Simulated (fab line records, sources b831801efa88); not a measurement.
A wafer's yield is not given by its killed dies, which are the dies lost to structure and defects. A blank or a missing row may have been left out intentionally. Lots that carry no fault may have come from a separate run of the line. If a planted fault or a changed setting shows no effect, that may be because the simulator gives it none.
Chamber matching ; flow sfq line ; SFQ_TRILAYER_I3_VIA_BARC_OPEN_VIA_ETCH_121 on rie diel-04 has 4 sister chambers
The step etches BARC in O2, target depth 125 nm, time 41.7 s. 7 wafers are shown with their chamber, then 7 later ones without.

== WAFERS, EACH WITH ITS CHAMBER ==
wafer;chamber;drypump motor current A (A);oes product au (a.u.)
L585.3;2;6.7;0.677
L586.6;1;5.7;0.683
L588.1;1;5.6;0.684
L588.4;3;5.8;0.686
L588.5;0;6.2;0.684
L593.1;0;6.2;0.684
L593.3;2;6.7;0.678

== WAFERS MISSING THEIR CHAMBER ==
wafer;drypump motor current A (A);oes product au (a.u.)
L593.5;6.2;0.688
L599.1;5.7;0.692
L599.3;6.7;0.687
L599.4;5.7;0.684
L604.3;6.2;0.680
L604.4;5.8;0.684
L604.6;5.7;0.687

== WHICH CHAMBER EACH WENT THROUGH ==
wafer;from the rows above;in truth
L593.5;0;0
L599.1;3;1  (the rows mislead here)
L599.3;0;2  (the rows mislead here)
L599.4;1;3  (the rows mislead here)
L604.3;0;0
L604.4;can't be placed: 3 or 1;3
L604.6;3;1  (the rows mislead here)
2 of 7 placed correctly. Unplaceable from these rows: 1, with the true chamber sitting among the candidates in 1. Number placed wrongly: 4.
How it was worked out, from the rows above alone: a wafer's distance from a chamber is the root of the sum, over the readings, of the square of ((its reading less the chamber's mean) divided by the reading's scatter). The wafer belongs to the nearest chamber; if the next one is less than 2 further off, it can't be placed. A chamber's mean is the mean of its shown wafers. The scatter is the square root of a quotient: the sum, over the shown wafers, of each reading's squared deviation from its chamber's mean, divided by wafers minus chambers.
